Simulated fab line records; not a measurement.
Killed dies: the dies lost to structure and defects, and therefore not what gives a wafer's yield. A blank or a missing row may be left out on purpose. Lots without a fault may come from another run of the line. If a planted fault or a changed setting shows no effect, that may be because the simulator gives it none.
Which of the tools did it? ; flow gf180mcu ; 24 lots, 72 wafers sampled, at 4 steps of a route of 602

== WHAT THE GAUGES READ, wafer by wafer ==
GF_V4_THK_MEAS_25: measures by xrf. Usual: V4_W_THK gives 358 nm (standard deviation 4.2).
lot;measured;on;V4_W_THK (nm);flag
L074;day 24 08:47;film_metro-03;356 361 356;
L075;day 24 15:35;film_metro-04;354 357 361;
L076;day 24 22:02;film_metro-04;356 361 356;
L077;day 25 10:12;film_metro-03;356 358 360;
L078;day 25 17:44;film_metro-01;358 356 361;
L079;day 26 03:31;film_metro-04;352 353 354;
L080;day 26 12:13;film_metro-03;360 355 363;
L081;day 26 22:14;film_metro-04;353 353 354;
L083;day 27 08:25;film_metro-01;360 355 363;
L082;day 27 13:14;film_metro-01;358 355 354;
L084;day 28 04:40;film_metro-04;355 356 349;
L085;day 28 13:40;film_metro-03;359 361 363;
L086;day 28 14:57;film_metro-01;358 361 363;
L087;day 28 22:53;film_metro-04;355 359 352;
L088;day 29 06:16;film_metro-03;367 359 365;
L089;day 29 14:32;film_metro-04;359 354 356;
L090;day 29 19:04;film_metro-03;357 364 356;
L091;day 29 19:25;film_metro-01;367 358 365;
L092;day 30 04:58;film_metro-03;362 359 359;
L093;day 30 06:56;film_metro-01;360 357 355;
L094;day 30 19:26;film_metro-04;356 357 351;
L095;day 30 21:40;film_metro-03;366 365 366;
L096;day 31 01:54;film_metro-03;364 360 364;
L097;day 31 07:53;film_metro-01;353 355 361;

== TOOL THAT RAN EACH LOT (tool first, then ch and the chambers of the sampled wafers, then the start) ==
lot;GF_V3_ETCH_17;GF_V3_STRIP_18;GF_M4_METAL_ETCH_16
L074;rie_diel-02 ch 0,2,3, day 22 06:30 or earlier;plasma_asher-01 ch 0,1, day 22 06:30;rie_metal-03 ch 1, day 23 07:37
L075;rie_diel-04 ch 0,1,3, day 22 14:28 or earlier;plasma_asher-03 ch 0,1, day 22 14:28;rie_metal-04 ch 0,1, day 23 14:41
L076;rie_diel-02 ch 1,2,3, day 22 21:03 or earlier;plasma_asher-01 ch 1, day 22 21:03;rie_metal-04 ch 0,1, day 23 21:29
L077;rie_diel-02 ch 1,2,3, day 23 09:15 or earlier;plasma_asher-03 ch 0,1, day 23 09:15;rie_metal-01 ch 0,1, day 24 09:49
L078;rie_diel-04 ch 0,1,3, day 23 18:34 or earlier;plasma_asher-03 ch 0,1, day 23 18:34;rie_metal-01 ch 0,1, day 24 17:28
L079;rie_diel-04 ch 0,2,3, day 24 05:03 or earlier;plasma_asher-03 ch 0,1, day 24 05:03;rie_metal-03 ch 0,1, day 25 04:14
L080;rie_diel-01 ch 0,2,3, day 24 13:58 or earlier;plasma_asher-01 ch 0,1, day 24 13:58;rie_metal-03 ch 0,1, day 25 13:22
L081;rie_diel-02 ch 1,3, day 25 00:52 or earlier;plasma_asher-02 ch 0,1, day 25 00:52;rie_metal-04 ch 0,1, day 26 00:17
L083;rie_diel-02 ch 0,3, day 25 10:34 or earlier;plasma_asher-01 ch 0,1, day 25 10:34;rie_metal-03 ch 0,1, day 26 09:46
L082;rie_diel-04 ch 0,1, day 25 14:58 or earlier;plasma_asher-02 ch 0,1, day 25 14:58;rie_metal-01 ch 0,1, day 26 13:43
L084;rie_diel-04 ch 0,1,3, day 26 07:36 or earlier;plasma_asher-02 ch 0,1, day 26 07:36;rie_metal-01 ch 0,1, day 27 06:20
L085;rie_diel-01 ch 0,1,2, day 26 17:37 or earlier;plasma_asher-01 ch 0,1, day 26 17:37;rie_metal-01 ch 0,1, day 27 15:26
L086;rie_diel-04 ch 0,1, day 26 19:24 or earlier;plasma_asher-02 ch 0,1, day 26 19:24;rie_metal-04 ch 0,1, day 27 16:55
L087;rie_diel-02 ch 0,1,3, day 27 03:52 or earlier;plasma_asher-02 ch 0,1, day 27 03:52;rie_metal-03 ch 0,1, day 28 01:05
L088;rie_diel-04 ch 0,1,2, day 27 11:05 or earlier;plasma_asher-03 ch 0,1, day 27 11:05;rie_metal-03 ch 0,1, day 28 08:22
L089;rie_diel-02 ch 1,3, day 27 20:10 or earlier;plasma_asher-02 ch 0,1, day 27 20:10;rie_metal-04 ch 1, day 28 17:05
L090;rie_diel-01 ch 2,3, day 28 00:55 or earlier;plasma_asher-01 ch 0,1, day 28 00:55;rie_metal-04 ch 0,1, day 28 21:55
L091;rie_diel-02 ch 0,1,2, day 28 01:54 or earlier;plasma_asher-03 ch 0,1, day 28 01:54;rie_metal-01 ch 0,1, day 28 22:34
L092;rie_diel-02 ch 0,3, day 28 10:34 or earlier;plasma_asher-02 ch 0,1, day 28 10:34;rie_metal-03 ch 0,1, day 29 07:35
L093;rie_diel-01 ch 1,2,3, day 28 13:08 or earlier;plasma_asher-01 ch 0,1, day 28 13:08;rie_metal-01 ch 0,1, day 29 10:20
L094;rie_diel-02 ch 1,2,3, day 29 03:04 or earlier;plasma_asher-01 ch 1, day 29 03:04;rie_metal-03 ch 0,1, day 29 22:59
L095;rie_diel-04 ch 0,2,3, day 29 04:40 or earlier;plasma_asher-03 ch 1, day 29 04:40;rie_metal-04 ch 0, day 30 01:08
L096;rie_diel-01 ch 0,1,3, day 29 09:13 or earlier;plasma_asher-03 ch 0,1, day 29 09:13;rie_metal-03 ch 0,1, day 30 05:07
L097;rie_diel-01 ch 1,3, day 29 15:55 or earlier;plasma_asher-03 ch 0,1, day 29 15:55;rie_metal-01 ch 0,1, day 30 11:27
- GF_V3_ETCH_17: etches SiO2 in C4F8/O2/Ar, stops on TiN, target depth 635 nm.
- GF_V3_STRIP_18: strips in O2/N2.
- GF_M4_METAL_ETCH_16: etches the open film in Cl2/BCl3, stops on SiO2, target depth 627.5 nm, time 104.6 s.

== WHAT THE TOOLS THEMSELVES READ (means of the sampled wafers that have a number; where no wafer has one, the mark that the record gives instead) ==
GF_V3_ETCH_17. Usual: oes_product_au at 0.856 a.u., with a standard deviation of 0.0042.
lot;tool;oes_product_au (a.u.);flag
L074;rie_diel-02;0.855;
L075;rie_diel-04;0.856;
L076;rie_diel-02;0.857;
L077;rie_diel-02;0.856;
L078;rie_diel-04;0.855;
L079;rie_diel-04;0.860;
L080;rie_diel-01;0.857;
L081;rie_diel-02;0.858;
L083;rie_diel-02;0.862;
L082;rie_diel-04;0.855;
L084;rie_diel-04;0.854;
L085;rie_diel-01;0.856;
L086;rie_diel-04;0.859;
L087;rie_diel-02;0.858;
L088;rie_diel-04;0.854;
L089;rie_diel-02;0.858;
L090;rie_diel-01;0.858;
L091;rie_diel-02;0.854;
L092;rie_diel-02;0.858;
L093;rie_diel-01;0.855;
L094;rie_diel-02;0.855;
L095;rie_diel-04;0.852;
L096;rie_diel-01;0.855;
L097;rie_diel-01;0.852;

GF_V3_STRIP_18. Usual: drypump_motor_current_A 5.66 A, standard deviation 0.18; heater_power_w 363 W, standard deviation 36; n2_flow_sccm 300.0 sccm, standard deviation 0.85; oes_product_au 0.592 a.u., standard deviation 0.0048.
lot;tool;drypump_motor_current_A (A);heater_power_w (W);n2_flow_sccm (sccm);oes_product_au (a.u.);flag
L074;plasma_asher-01;5.71;327;299.6;0.591;
L075;plasma_asher-03;5.64;360;299.5;0.585;
L076;plasma_asher-01;5.60;315;301.1;0.592;
L077;plasma_asher-03;5.62;357;300.3;0.593;
L078;plasma_asher-03;5.62;355;300.3;0.590;
L079;plasma_asher-03;5.72;342;300.7;0.588;
L080;plasma_asher-01;5.80;346;300.3;0.589;
L081;plasma_asher-02;5.53;412;299.5;0.598;
L083;plasma_asher-01;5.80;346;299.2;0.594;
L082;plasma_asher-02;5.51;418;300.4;0.595;
L084;plasma_asher-02;5.50;404;300.5;0.595;
L085;plasma_asher-01;5.70;327;299.9;0.593;
L086;plasma_asher-02;5.51;402;300.3;0.587;
L087;plasma_asher-02;5.56;412;301.0;0.588;
L088;plasma_asher-03;5.75;345;299.9;0.587;
L089;plasma_asher-02;5.55;409;300.3;0.587;
L090;plasma_asher-01;5.81;345;299.7;0.588;
L091;plasma_asher-03;5.64;353;300.0;0.589;
L092;plasma_asher-02;5.49;401;300.2;0.593;
L093;plasma_asher-01;5.80;345;300.2;0.595;
L094;plasma_asher-01;5.57;312;298.8;0.596;
L095;plasma_asher-03;5.48;375;300.5;0.591;
L096;plasma_asher-03;5.63;361;299.0;0.594;
L097;plasma_asher-03;5.63;354;299.6;0.591;

GF_M4_METAL_ETCH_16. Usual: drypump_motor_current_A 5.5 A, standard deviation 0.45; oes_product_au 0.972 a.u., standard deviation 0.0063; throttle_valve_pct 28.249 %, standard deviation 0.01.
lot;tool;drypump_motor_current_A (A);oes_product_au (a.u.);throttle_valve_pct (%);flag
L074;rie_metal-03;5.8;0.977;28.243;
L075;rie_metal-04;5.7;0.973;28.244;
L076;rie_metal-04;5.7;0.980;28.244;
L077;rie_metal-01;5.4;0.976;28.247;
L078;rie_metal-01;5.4;0.970;28.252;
L079;rie_metal-03;5.5;0.974;28.259;
L080;rie_metal-03;5.2;0.974;28.241;
L081;rie_metal-04;5.9;0.976;28.257;
L083;rie_metal-03;5.5;0.970;28.253;
L082;rie_metal-01;5.1;0.964;28.259;
L084;rie_metal-01;5.1;0.966;28.258;
L085;rie_metal-01;5.1;0.979;28.246;
L086;rie_metal-04;5.7;0.972;28.253;
L087;rie_metal-03;5.3;0.967;28.254;
L088;rie_metal-03;5.3;0.980;28.243;
L089;rie_metal-04;6.2;0.967;28.260;
L090;rie_metal-04;6.0;0.973;28.255;
L091;rie_metal-01;5.4;0.971;28.252;
L092;rie_metal-03;5.3;0.974;28.251;
L093;rie_metal-01;5.1;0.973;28.246;
L094;rie_metal-03;5.5;0.976;28.239;
L095;rie_metal-04;5.3;0.973;28.249;
L096;rie_metal-03;5.3;0.976;28.254;
L097;rie_metal-01;5.4;0.968;28.249;

== THE ANSWER, worked out from the rows above alone ==
Rule: take the mean of a lot's wafers that have a number; if it is more than 3 standard deviations from the usual mean, the lot is off. A lot without any number at a reading at which 4 lots or more have one is off too. All remaining lots with rows at the step are treated as sound. First the gauges in route order, then the tools' own readings, where a lot's mean is used as printed above. The first step at which some lot is off is used, and at that step the reading that is off furthest; a lot without a number counts as furthest.
No lot is off at any reading shown: from this, nothing can be told.

== WHAT THE SIMULATOR PUT IN ==
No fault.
